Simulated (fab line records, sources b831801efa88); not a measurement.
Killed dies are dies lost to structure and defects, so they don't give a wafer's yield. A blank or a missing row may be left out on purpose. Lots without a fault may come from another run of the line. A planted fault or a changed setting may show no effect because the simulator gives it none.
Which tool did it? | flow sky130 | 13 lots, 39 wafers sampled, at 5 steps of a route of 708

WHAT THE GAUGES READ, wafer by wafer
SKY_SONOS_ONO_THK_MEAS_05. Usual: SONOS_ONO_CVD_04_THK 5.80 nm, standard deviation 0.1.
lot  | measured     | on            | SONOS_ONO_CVD_04_THK (nm) | flag
L228 | day 12 02:33 | film_metro-03 | 5.72 5.77 5.70            |
L230 | day 12 23:58 | film_metro-02 | 5.93 5.89 5.78            |
L233 | day 13 13:56 | film_metro-02 | 5.68 5.71 5.66            |
L232 | day 13 15:41 | film_metro-03 | 5.57 5.75 5.73            |
L234 | day 14 09:02 | film_metro-02 | 5.73 5.64 5.64            |
L235 | day 14 11:16 | film_metro-03 | 5.86 5.83 5.85            |
L236 | day 15 00:54 | film_metro-04 | 5.80 5.89 5.78            |
L237 | day 15 03:12 | film_metro-04 | 5.88 5.83 5.84            |
L239 | day 16 05:44 | film_metro-03 | 5.94 5.89 5.94            |
L241 | day 16 14:30 | film_metro-03 | 5.99 5.87 6.02            |
L240 | day 16 14:31 | film_metro-04 | 6.00 6.00 6.04            |
L249 | day 18 16:11 | film_metro-02 | 5.72 5.81 5.65            |
L248 | day 18 16:13 | film_metro-03 | 5.88 5.84 5.73            |

SKY_SD_N_RS_MEAS_16: measures by four-point-probe. Usual: SD_N_RS 68.63 ohm/sq, standard deviation 0.1.
lot  | measured     | on            | SD_N_RS (ohm/sq)  | flag
L228 | day 28 09:08 | film_metro-01 | 68.57 68.57 68.58 |
L230 | day 29 07:19 | film_metro-04 | 68.68 68.70 68.79 |
L233 | day 30 04:33 | film_metro-02 | 68.65 68.65 68.88 |
L232 | day 30 04:15 | film_metro-04 | 68.55 68.34 68.52 |
L234 | day 31 00:09 | film_metro-04 | 68.66 68.55 68.63 |
L235 | day 31 01:55 | film_metro-04 | 68.46 68.49 68.55 |
L236 | day 31 13:43 | film_metro-01 | 68.67 68.50 68.71 |
L237 | day 31 14:04 | film_metro-04 | 68.52 68.61 68.67 |
L239 | day 32 14:43 | film_metro-04 | 68.72 68.49 68.77 |
L241 | day 33 01:51 | film_metro-02 | 68.64 68.62 68.75 |
L240 | day 32 23:47 | film_metro-02 | 68.61 68.57 68.65 |
L249 | day 34 23:39 | film_metro-01 | 70.06 70.08 70.15 | OFF
L248 | day 34 19:17 | film_metro-01 | 69.95 69.96 69.86 | OFF

SKY_LI_CONTACT_CD_MEAS_12: target cd 170 nm. Usual: cd_nm 169.8 nm, standard deviation 1.6.
lot  | measured     | on        | cd_nm (nm)        | flag
L228 | day 29 14:56 | cd_sem-01 | 169.2 169.9 168.6 |
L230 | day 30 12:02 | cd_sem-02 | 171.8 169.6 171.3 |
L233 | day 31 08:41 | cd_sem-02 | 170.2 170.4 169.6 |
L232 | day 31 08:15 | cd_sem-02 | 169.9 169.5 169.6 |
L234 | day 32 04:30 | cd_sem-02 | 171.0 171.7 172.3 |
L235 | day 32 06:15 | cd_sem-02 | 169.3 169.8 170.2 |
L236 | day 32 17:56 | cd_sem-02 | 168.5 169.3 168.8 |
L237 | day 32 18:37 | cd_sem-01 | 170.6 168.7 170.2 |
L239 | day 33 19:03 | cd_sem-02 | 165.7 166.8 166.9 |
L241 | day 34 05:08 | cd_sem-01 | 171.0 170.5 171.4 |
L240 | day 34 03:51 | cd_sem-01 | 168.6 168.4 169.2 |
L249 | day 36 03:47 | cd_sem-01 | 168.3 168.5 167.4 |
L248 | day 35 22:17 | cd_sem-01 | 170.2 170.1 171.2 |

SKY_LOCAL_INTERCONNECT_OVL_MEAS_12. Usual: LOCAL_INTERCONNECT_OVL -3 nm, standard deviation 5.7.
lot  | measured     | on         | LOCAL_INTERCONNECT_OVL (nm) | flag
L228 | day 30 19:57 | overlay-02 | -12 -13 -8                  |
L230 | day 31 16:15 | overlay-01 | -7 -5 -2                    |
L233 | day 32 13:39 | overlay-01 | -4 -13 -12                  |
L232 | day 32 13:01 | overlay-01 | 2 8 -3                      |
L234 | day 33 10:13 | overlay-01 | 0 5 3                       |
L235 | day 33 11:08 | overlay-02 | -4 -3 -4                    |
L236 | day 33 22:00 | overlay-01 | -9 0 -2                     |
L237 | day 33 22:57 | overlay-01 | 9 2 5                       |
L239 | day 34 22:49 | overlay-02 | 3 1 -4                      |
L241 | day 35 09:32 | overlay-01 | -10 -16 -11                 |
L240 | day 35 08:52 | overlay-02 | 3 6 1                       |
L249 | day 37 07:54 | overlay-01 | -13 -4 -7                   |
L248 | day 37 02:00 | overlay-01 | -1 3 0                      |

WHICH TOOL RAN EACH LOT (tool, then ch and the chambers of the sampled wafers, then the start)
lot  | SKY_SD_N_IMPLANT_10
L228 | implanter-01 ch 0, day 28 08:35
L230 | implanter-02 ch 0, day 29 06:47
L233 | implanter-01 ch 0, day 30 04:01
L232 | implanter-04 ch 0, day 30 03:43
L234 | implanter-04 ch 0, day 30 23:37
L235 | implanter-04 ch 0, day 31 01:24
L236 | implanter-02 ch 0, day 31 13:11
L237 | implanter-01 ch 0, day 31 13:32
L239 | implanter-02 ch 0, day 32 14:11
L241 | implanter-01 ch 0, day 33 01:19
L240 | implanter-02 ch 0, day 32 23:16
L249 | implanter-01 ch 0, day 34 23:07
L248 | implanter-01 ch 0, day 34 18:46
- SKY_SD_N_IMPLANT_10

WHAT THE TOOLS THEMSELVES READ (means of the sampled wafers that have a number; where no wafer has one, the mark that the record gives instead)
SKY_SD_N_IMPLANT_10. Usual: dose_ions_cm2 9.996e+13, standard deviation 1.1e+11; end_station_pressure_torr 5.36e-06 Torr, standard deviation 2.9e-07; faraday_current_uA 534, standard deviation 33.
lot  | tool         | dose_ions_cm2 | end_station_pressure_torr (Torr) | faraday_current_uA | flag
L228 | implanter-01 | 9.992e+13     | 5.33e-06                         | 503                |
L230 | implanter-02 | 1.001e+14     | 5.12e-06                         | 565                |
L233 | implanter-01 | 9.993e+13     | 5.17e-06                         | 497                |
L232 | implanter-04 | 1.000e+14     | 5.59e-06                         | 554                |
L234 | implanter-04 | 1.000e+14     | 5.53e-06                         | 568                |
L235 | implanter-04 | 9.998e+13     | 5.29e-06                         | 562                |
L236 | implanter-02 | 1.000e+14     | 5.80e-06                         | 578                |
L237 | implanter-01 | 1.000e+14     | 5.20e-06                         | 492                |
L239 | implanter-02 | 9.988e+13     | 5.63e-06                         | 556                |
L241 | implanter-01 | 9.994e+13     | 5.20e-06                         | 496                |
L240 | implanter-02 | 1.001e+14     | 5.32e-06                         | 561                |
L249 | implanter-01 | 3.687e+13     | 5.27e-06                         | 210                | OFF
L248 | implanter-01 | 3.671e+13     | 5.08e-06                         | 207                | OFF

THE ANSWER, worked out from the rows above alone
Rule: a lot is off if the mean of its wafers that have a number lies more than 3 standard deviations from the usual mean. A lot without any number at a reading at which 4 lots or more have one is off too. The other lots that the step has rows for count as sound. The gauges are gone through in route order, then the tools' own readings, and for those a lot's mean is taken as printed above. The first step at which some lot is off is used, and at that step the reading that is off furthest; a lot without a number counts as furthest.
Off: L249, L248, at SKY_SD_N_RS_MEAS_16 (SD_N_RS).
A tool fits if, at a process step before that reading, it ran every lot that is off, and no sound lot after the first of them. The gauges at SKY_SD_N_RS_MEAS_16 aren't tried: what is off there is off at SKY_SD_N_IMPLANT_10 too, on other tools, and a gauge's error can't cause that. One fits: implanter-01 at SKY_SD_N_IMPLANT_10. Its last sound lot is L241 (day 33 01:19), its first lot that is off L248 (day 34 18:46): a fault that began between those two fits.
The tool's own readings at SKY_SD_N_IMPLANT_10 bear it out: on the lots that are off they differ by more than 5 times the standard deviation of the sound lots' means. dose_ions_cm2 reads 3.679e+13 there against 9.999e+13 on the sound lots; faraday_current_uA reads 208 there against 539 on the sound lots.

WHAT THE SIMULATOR HAD PUT IN
Process parameter drift: implanter-01, from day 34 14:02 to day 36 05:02, at SKY_SD_N_IMPLANT_10. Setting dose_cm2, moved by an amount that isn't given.
Lots struck among those shown: L249, L248. The rule above found the same.
